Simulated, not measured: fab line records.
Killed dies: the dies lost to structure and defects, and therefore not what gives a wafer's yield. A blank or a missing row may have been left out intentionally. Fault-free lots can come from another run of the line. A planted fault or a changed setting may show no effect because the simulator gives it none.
Problem report in the 8D (eight disciplines) form, filled by code | flow gf180mcu | the parts of the form that need people (team, actions taken, sign-off) are left out

== 1. PROBLEM STATEMENT ==
Wafers without a fault read 6499.9 W with a standard deviation of 1.1, while cathodeDcPowerW at GF_M1_SPUTTER_01 averages 7434.2 W across 2 wafers of 1 lot. That is +99 or more standard deviations from the usual mean.
The step: material TiN, target thk 30 nm, time 25 s.
First observed at day 21 23:12: wafer L726.2, on pvdSputter-03. At this step, 39 wafers from 13 lots have a number in the record. By rule, "out" or "out of limits" means more than 4 standard deviations away from the usual mean. Any other wafer with a number is counted as sound.

== 2. WHAT IT IS, WHAT IT ISN'T ==
question                    | is                | is not
which readings at this step | cathodeDcPowerW   | throttleValvePct
which lots                  | L726              | L711, L712, L714, L715, L716, L717, L718, L719, L730, L731, L732, L734
which wafers of those lots  | L726.2, L726.6    | L726.4
read on which tools         | pvdSputter-03     | pvdSputter-02, pvdSputter-04
when                        | from day 21 23:12 | up to then (25 sound wafers); but 12 sound wafers of L730, L731, L732, L734 came after

== 3. SUSPECTS, AND WHAT RULES EACH OUT ==
Counting: any tool at a process step up to the reading remains a suspect provided it ran every lot that is out. Sound lots after the first of them don't rule it out here, since some wafers of a struck lot are sound.
- pvdSputter-03 at GF_M1_SPUTTER_01 (material TiN, target thk 30 nm, time 25 s): kept. L726, the lot that is out, went through it at day 21 23:12; up to then, the latest sound lot through it was L719 at day 19 10:10. Out on those wafers are its own readings of cathodeDcPowerW.
The count leaves pvdSputter-03 at GF_M1_SPUTTER_01.

== 4. THE CAUSE (what the simulator had put in) ==
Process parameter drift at GF_M1_SPUTTER_01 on pvdSputter-03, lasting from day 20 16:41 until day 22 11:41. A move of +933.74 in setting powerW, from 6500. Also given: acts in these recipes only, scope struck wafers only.
The count eliminated every tool but this one.

== 5. SEQUENCE OF EFFECTS, ordered by route ==
One row per reading whose mean, taken over the struck wafers that have a number, lies over 3 standard deviations from the usual. Readings are gone through only where the record gives a usual standard deviation; hours: the median, over the lots, of the time from a lot's start at the first step in this table giving one to that lot's start at this step; sigmas: the change measured in usual standard deviations.
hours | step             | reading         | usual    | on struck wafers | change | sigmas
0     | GF_M1_SPUTTER_01 | cathodeDcPowerW | 6499.9 W | 7434.2           | +934.3 | +99 or more
The process steps in it:
- GF_M1_SPUTTER_01: material TiN, target thk 30 nm, time 25 s.
Later measuring or inspecting steps at which every struck wafer that the step has a row for has a number for every such reading, and none has moved that far: GF_V2_THK_MEAS_25.

== 6. WHAT WOULD HAVE CAUGHT IT SOONER ==
First out-of-limits reading in this record: day 21 23:12, which is 31 hours after fault onset at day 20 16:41.
